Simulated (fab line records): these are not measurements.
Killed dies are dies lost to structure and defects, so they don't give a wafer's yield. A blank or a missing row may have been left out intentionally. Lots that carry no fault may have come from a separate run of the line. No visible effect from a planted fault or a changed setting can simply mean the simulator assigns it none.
Matching of chambers | flow gf180mcu | GF_V2_CMP_26 on cmp-02 has 4 sister chambers
The step polishes, stops on SiO2, t overpolish 15 s, target thk 0 nm. 16 wafers are shown with their chamber, then 8 later ones without.

== WAFERS, EACH WITH ITS CHAMBER ==
wafer  | chamber | motor_current_A (A) | slurry_flow_ml_min | time_to_endpoint_s (s)
L912.2 | 3       | 11.3                | 150.3              | 91
L912.3 | 2       | 9.8                 | 150.0              | 91
L912.5 | 2       | 10.0                | 150.0              | 89
L914.1 | 0       | 12.0                | 149.6              | 85
L914.4 | 1       | 11.4                | 150.8              | 85
L914.6 | 3       | 10.4                | 149.6              | 87
L916.2 | 3       | 11.1                | 149.0              | 88
L916.3 | 2       | 10.0                | 149.5              | 88
L916.6 | 2       | 10.0                | 150.0              | 88
L917.4 | 3       | 10.7                | 149.7              | 86
L917.5 | 0       | 13.2                | 149.9              | 84
L917.6 | 3       | 11.2                | 150.6              | 82
L925.1 | 3       | 11.4                | 149.7              | 86
L925.3 | 0       | 12.8                | 150.2              | 84
L925.5 | 2       | 10.2                | 150.2              | 86
L929.1 | 3       | 10.6                | 150.0              | 83

SIGNATURES (means of the wafers above)
reading            | chamber 0 | chamber 1 | chamber 2 | chamber 3 | scatter within a chamber
motor_current_A    | 12.667    | 11.400    | 10.000    | 10.957    | 0.379
slurry_flow_ml_min | 149.900   | 150.800   | 149.940   | 149.843   | 0.415
time_to_endpoint_s | 84.33     | 85.00     | 88.40     | 86.14     | 2.39
Rule: for each reading, subtract the chamber's mean from the wafer's reading, divide by that reading's scatter and square the result; add these up over the readings and take the root, which gives the wafer's distance from the chamber. The wafer belongs to the nearest chamber; if the next one is less than 2 further off, it can't be placed. The scatter: take each reading less its chamber's mean, square it, sum over the shown wafers, divide by the number of wafers less the number of chambers, and take the root.

== WAFERS WITH NO CHAMBER GIVEN ==
wafer  | motor_current_A (A) | slurry_flow_ml_min | time_to_endpoint_s (s)
L929.4 | 10.4                | 150.4              | 88
L929.5 | 12.5                | 150.1              | 85
L933.1 | 12.2                | 149.9              | 84
L933.5 | 12.3                | 149.8              | 83
L933.6 | 11.7                | 149.5              | 88
L934.4 | 10.0                | 149.6              | 86
L934.5 | 10.9                | 150.7              | 83
L934.6 | 12.3                | 150.0              | 85

== CHAMBER TAKEN BY EACH ==
wafer  | from the rows above          | in truth
L929.4 | can't be placed: 2 or 3 or 1 | 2
L929.5 | 0                            | 0
L933.1 | can't be placed: 0 or 1      | 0
L933.5 | 0                            | 0
L933.6 | can't be placed: 3 or 0 or 1 | 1
L934.4 | can't be placed: 2 or 3      | 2
L934.5 | can't be placed: 1 or 3      | 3
L934.6 | 0                            | 0
3 of 8 placed correctly. Not placeable from these rows: 5 (in 5, the candidates include the true chamber). 0 placed wrongly.
